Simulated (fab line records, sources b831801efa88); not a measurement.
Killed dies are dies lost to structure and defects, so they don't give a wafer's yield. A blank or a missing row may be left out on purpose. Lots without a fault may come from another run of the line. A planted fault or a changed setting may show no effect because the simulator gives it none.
Which tool did it? | flow sky130 | 14 lots, 42 wafers sampled, at 4 steps of a route of 708

WHAT THE GAUGES READ, wafer by wafer
SKY_VT_ADJUST_HVTP_CD_MEAS_07: target cd 380 nm.
lot  | measured     | on        | cd_nm (nm)
L742 | day 5 21:04  | cd_sem-01 | 380.8 381.0 382.7
L743 | day 6 03:08  | cd_sem-02 | 382.8 381.3 381.9
L744 | day 6 12:35  | cd_sem-01 | 379.3 380.2 379.6
L745 | day 6 18:59  | cd_sem-01 | 375.7 375.0 374.3
L746 | day 7 00:32  | cd_sem-01 | 376.8 376.1 376.5
L747 | day 7 05:50  | cd_sem-02 | 380.4 379.5 380.0
L748 | day 7 22:25  | cd_sem-02 | 382.2 381.6 383.1
L749 | day 8 13:41  | cd_sem-01 | 375.2 379.1 376.2
L752 | day 9 01:11  | cd_sem-02 | 381.4 382.0 383.4
L753 | day 9 06:14  | cd_sem-01 | 379.4 379.7 375.2
L757 | day 10 09:43 | cd_sem-02 | 379.0 380.3 379.0
L762 | day 11 08:47 | cd_sem-01 | 378.3 377.8 378.3
L763 | day 11 14:42 | cd_sem-01 | 379.1 377.1 379.5
L765 | day 12 00:17 | cd_sem-01 | 382.2 381.8 379.1

SKY_VT_ADJUST_LVTN_OVL_MEAS_18.
lot  | measured     | on         | VT_ADJUST_LVTN_01_OVL (nm)
L742 | day 7 11:56  | overlay-01 | 1.7 3.0 0.1
L743 | day 7 18:25  | overlay-01 | 1.1 0.5 1.1
L744 | day 8 03:19  | overlay-01 | 2.5 2.2 1.9
L745 | day 8 09:04  | overlay-02 | 1.4 1.6 1.9
L746 | day 8 16:20  | overlay-01 | 1.1 0.1 -0.8
L747 | day 8 21:29  | overlay-02 | 2.7 2.5 1.4
L748 | day 9 16:58  | overlay-02 | 1.1 0.2 -0.7
L749 | day 10 08:44 | overlay-02 | 1.4 1.5 0.7
L752 | day 10 21:22 | overlay-02 | 0.3 0.0 -0.2
L753 | day 11 03:01 | overlay-02 | 2.0 2.1 1.8
L757 | day 12 07:52 | overlay-02 | 1.8 2.1 3.2
L762 | day 14 04:34 | overlay-02 | 0.8 0.3 1.2
L763 | day 14 05:20 | overlay-02 | 0.7 0.1 0.6
L765 | day 14 06:40 | overlay-02 | 0.6 1.2 0.4

SKY_VT_ADJUST_HVTR_OVL_MEAS_08.
lot  | measured     | on         | VT_ADJUST_HVTR_OVL (nm)
L742 | day 9 04:23  | overlay-01 | 0.5 3.1 2.2
L743 | day 9 11:59  | overlay-01 | 0.5 0.6 -1.0
L744 | day 9 21:09  | overlay-02 | -0.4 -0.4 -0.1
L745 | day 10 02:13 | overlay-02 | 1.0 0.7 2.0
L746 | day 10 11:11 | overlay-02 | 1.7 0.6 1.5
L747 | day 10 16:17 | overlay-02 | 1.4 2.0 0.2
L748 | day 11 14:30 | overlay-02 | 3.7 2.5 1.2
L749 | day 12 06:23 | overlay-02 | -2.6 -1.5 -1.5
L752 | day 12 21:11 | overlay-02 | 2.0 -0.6 1.3
L753 | day 13 02:47 | overlay-02 | 0.7 0.8 1.8
L757 | day 14 12:29 | overlay-02 | -0.6 1.1 -0.6
L762 | day 15 18:20 | overlay-02 | 1.3 1.2 2.2
L763 | day 16 01:44 | overlay-02 | -0.2 0.4 -0.4
L765 | day 16 09:14 | overlay-02 | 1.7 0.1 1.2

WHICH TOOL RAN EACH LOT (tool, then ch and the chambers of the sampled wafers, then the start)
lot  | SKY_NWELL_IMPLANT_24
L742 | implanter-04 ch 0, day 5 02:41
L743 | implanter-02 ch 0, day 5 08:34
L744 | implanter-02 ch 0, day 5 17:40
L745 | implanter-04 ch 0, day 5 23:28
L746 | implanter-02 ch 0, day 6 05:29
L747 | implanter-02 ch 0, day 6 10:11
L748 | implanter-01 ch 0, day 7 02:40
L749 | implanter-04 ch 0, day 7 17:31
L752 | implanter-02 ch 0, day 8 04:20
L753 | implanter-02 ch 0, day 8 08:53
L757 | implanter-01 ch 0, day 9 11:01
L762 | implanter-04 ch 0, day 10 09:41
L763 | implanter-04 ch 0, day 10 15:34
L765 | implanter-01 ch 0, day 11 00:14
- SKY_NWELL_IMPLANT_24

WHAT THE TOOLS THEMSELVES READ (means of the sampled wafers that have a number; where no wafer has one, the mark that the record gives instead)
SKY_NWELL_IMPLANT_24.
lot  | tool         | beam_energy_keV | beam_on_s (s)
L742 | implanter-04 | 139.95          | 9.89
L743 | implanter-02 | 140.05          | 10.09
L744 | implanter-02 | 139.96          | 10.15
L745 | implanter-04 | 139.94          | 10.02
L746 | implanter-02 | 140.00          | 10.18
L747 | implanter-02 | 139.98          | 10.09
L748 | implanter-01 | 140.03          | 9.84
L749 | implanter-04 | 140.04          | 9.99
L752 | implanter-02 | 153.80          | 9.96
L753 | implanter-02 | 153.83          | 9.96
L757 | implanter-01 | 139.97          | 10.28
L762 | implanter-04 | 140.02          | 10.15
L763 | implanter-04 | 139.98          | 9.93
L765 | implanter-01 | 140.06          | 9.85

THE ANSWER, worked out from the rows above alone
Rule: what is usual is taken from the lots themselves. Put in order of their means at a reading, lots are off if they are a third of the lots or fewer, leave a main group of 4 or more, and stand apart from it by a gap of 3 or more times the standard deviation of the main group's means; of several such gaps the widest counts. A main group whose means are all the same, to the digits that the tables above print for the reading, isn't used. A lot without any number at a reading at which 4 lots or more have one is off too. The other lots that the step has rows for count as sound. The gauges are gone through in route order, then the tools' own readings, and for those a lot's mean is taken as printed above. The first step at which some lot is off is used, and at that step the reading that is off furthest; a lot without a number counts as furthest.
Off: L752, L753, at SKY_NWELL_IMPLANT_24 (beam_energy_keV). The main group: mean 140.00, standard deviation 0.039.
A tool fits if, at that step or a process step before it, it ran every lot that is off, and no sound lot after the first of them. One fits: implanter-02 at SKY_NWELL_IMPLANT_24. Its last sound lot is L747 (day 6 10:11), its first lot that is off L752 (day 8 04:20): a fault that began between those two fits.
The tool's own readings at SKY_NWELL_IMPLANT_24 bear it out: on the lots that are off they differ by more than 5 times the standard deviation of the sound lots' means. beam_energy_keV reads 153.81 there against 140.00 on the sound lots.

WHAT THE SIMULATOR HAD PUT IN
Process parameter drift: implanter-02, from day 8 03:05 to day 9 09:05, at SKY_NWELL_IMPLANT_24. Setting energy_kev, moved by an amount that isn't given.
Lots struck among those shown: L752, L753. The rule above found the same.
